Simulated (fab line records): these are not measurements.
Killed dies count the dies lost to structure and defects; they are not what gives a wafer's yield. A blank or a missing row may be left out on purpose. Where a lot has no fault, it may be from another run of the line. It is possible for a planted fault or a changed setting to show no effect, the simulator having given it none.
Which tool is to blame? + flow gf180mcu + 14 lots, 42 wafers sampled, at 4 steps of a route of 602

WHAT THE GAUGES READ, wafer by wafer
GF_V3_OVL_MEAS_15. Usual: V3_OVL typically reads -5 nm, with standard deviation 4.8.
| lot  | measured     | on         | V3_OVL (nm) | flag |
|------|--------------|------------|-------------|------|
| L948 | day 22 06:56 | overlay-02 | -10 -3 -9   |      |
| L949 | day 22 19:52 | overlay-01 | -13 -11 -11 |      |
| L950 | day 23 06:49 | overlay-02 | -5 1 -2     |      |
| L951 | day 23 14:43 | overlay-01 | -9 -9 -8    |      |
| L954 | day 24 16:14 | overlay-02 | -9 -1 -4    |      |
| L955 | day 25 07:02 | overlay-02 | -5 -6 -2    |      |
| L956 | day 25 17:13 | overlay-02 | -7 -6 -15   |      |
| L960 | day 27 03:34 | overlay-01 | -7 -7 -7    |      |
| L961 | day 27 06:40 | overlay-01 | 10 3 5      |      |
| L962 | day 27 18:16 | overlay-01 | -11 -9 -11  |      |
| L965 | day 28 13:22 | overlay-01 | 1 2 -2      |      |
| L966 | day 29 00:25 | overlay-02 | -2 -6 0     |      |
| L967 | day 29 00:46 | overlay-01 | -2 -4 -5    |      |
| L969 | day 29 14:02 | overlay-02 | -10 -5 -3   |      |

GF_V4_CD_MEAS_14 targets a cd of 260 nm. Usual: cd nm at 260.2 nm, with a standard deviation of 1.2.
| lot  | measured     | on        | cd nm (nm)        | flag |
|------|--------------|-----------|-------------------|------|
| L948 | day 24 07:16 | cd sem-02 | 260.4 261.1 261.1 |      |
| L949 | day 24 19:05 | cd sem-01 | 259.6 259.9 259.6 |      |
| L950 | day 25 04:53 | cd sem-01 | 259.1 258.9 258.6 |      |
| L951 | day 25 12:53 | cd sem-01 | 259.6 260.4 260.0 |      |
| L954 | day 26 12:33 | cd sem-01 | 258.7 259.4 259.0 |      |
| L960 | day 28 22:00 | cd sem-02 | 260.7 260.2 260.2 |      |
| L961 | day 29 01:58 | cd sem-01 | 261.3 262.5 261.1 |      |
| L962 | day 29 11:02 | cd sem-01 | 260.8 260.6 261.2 |      |
| L965 | day 30 06:23 | cd sem-02 | 260.1 259.6 260.0 |      |
| L966 | day 30 15:54 | cd sem-02 | 259.9 258.8 261.1 |      |
| L967 | day 30 17:09 | cd sem-02 | 260.5 260.3 261.3 |      |
| L969 | day 31 06:34 | cd sem-02 | 260.9 262.3 261.4 |      |

GF_V4_OVL_MEAS_15. Usual: V4_OVL typically reads 2 nm, with standard deviation 5.6.
| lot  | measured     | on         | V4_OVL (nm) | flag |
|------|--------------|------------|-------------|------|
| L948 | day 24 07:20 | overlay-02 | -1 0 -2     |      |
| L949 | day 24 19:11 | overlay-01 | 9 -4 2      |      |
| L950 | day 25 05:01 | overlay-01 | -14 -3 -5   |      |
| L951 | day 25 13:01 | overlay-01 | 1 4 6       |      |
| L954 | day 26 12:37 | overlay-01 | 2 7 3       |      |
| L960 | day 28 22:07 | overlay-02 | 3 -6 4      |      |
| L961 | day 29 02:05 | overlay-01 | -4 -6 -4    |      |
| L962 | day 29 11:10 | overlay-02 | 12 3 7      |      |
| L965 | day 30 06:29 | overlay-01 | 6 4 4       |      |
| L966 | day 30 16:01 | overlay-01 | 4 -8 -1     |      |
| L967 | day 30 17:17 | overlay-02 | 0 5 1       |      |
| L969 | day 31 06:39 | overlay-01 | 7 5 10      |      |

EACH LOT AND THE TOOL THAT RAN IT (in order: tool; ch and the chambers of the sampled wafers; start)
| lot  | GF_M4_DEVELOP_13                  |
|------|-----------------------------------|
| L948 | litho track-04 ch 0, day 23 07:41 |
| L949 | litho track-02 ch 0, day 23 19:55 |
| L950 | litho track-02 ch 0, day 24 05:48 |
| L951 | litho track-03 ch 0, day 24 14:21 |
| L954 | litho track-04 ch 0, day 25 14:56 |
| L955 | litho track-04, day 26 05:37      |
| L956 | litho track-03, day 26 16:21      |
| L960 | litho track-03 ch 0, day 28 01:39 |
| L961 | litho track-04 ch 0, day 28 04:40 |
| L962 | litho track-02 ch 0, day 28 14:45 |
| L965 | litho track-02 ch 0, day 29 09:40 |
| L966 | litho track-04 ch 0, day 29 20:07 |
| L967 | litho track-02 ch 0, day 29 21:00 |
| L969 | litho track-03 ch 0, day 30 09:51 |
- GF_M4_DEVELOP_13: develop time 60 s.

WHAT THE TOOLS THEMSELVES READ (means of the sampled wafers that have a number; where no wafer has one, the mark that the record gives instead)
GF_M4_DEVELOP_13. Usual: chill plate temp C at 23.00 C, with a standard deviation of 0.096.
| lot  | tool           | chill plate temp C (C) | flag |
|------|----------------|------------------------|------|
| L948 | litho track-04 | 23.08                  |      |
| L949 | litho track-02 | 23.01                  |      |
| L950 | litho track-02 | 23.08                  |      |
| L951 | litho track-03 | 22.99                  |      |
| L954 | litho track-04 | 22.95                  |      |
| L955 | litho track-04 | -                      | OFF  |
| L956 | litho track-03 | -                      | OFF  |
| L960 | litho track-03 | 23.05                  |      |
| L961 | litho track-04 | 23.00                  |      |
| L962 | litho track-02 | 23.09                  |      |
| L965 | litho track-02 | 22.98                  |      |
| L966 | litho track-04 | 23.05                  |      |
| L967 | litho track-02 | 22.88                  |      |
| L969 | litho track-03 | 22.99                  |      |

THE ANSWER, worked out from the rows above alone
Rule: take the mean of a lot's wafers that have a number; if it is more than 3 standard deviations from the usual mean, the lot is off. A lot without any number at a reading at which 4 lots or more have one is off too. The other lots that the step has rows for count as sound. The gauges are gone through in route order, then the tools' own readings, and for those a lot's mean is taken as printed above. At the first step where some lot is off, the reading lying furthest off is the one used; lots without a number count as furthest.
Off at GF_M4_DEVELOP_13 (chill plate temp C): L955, L956. Without a number there: L955, L956.
A tool fits if, at that step or a process step before it, it ran every lot that is off, and no sound lot after the first of them. Of those tried, none fits.

WHAT THE SIMULATOR HAD INSERTED
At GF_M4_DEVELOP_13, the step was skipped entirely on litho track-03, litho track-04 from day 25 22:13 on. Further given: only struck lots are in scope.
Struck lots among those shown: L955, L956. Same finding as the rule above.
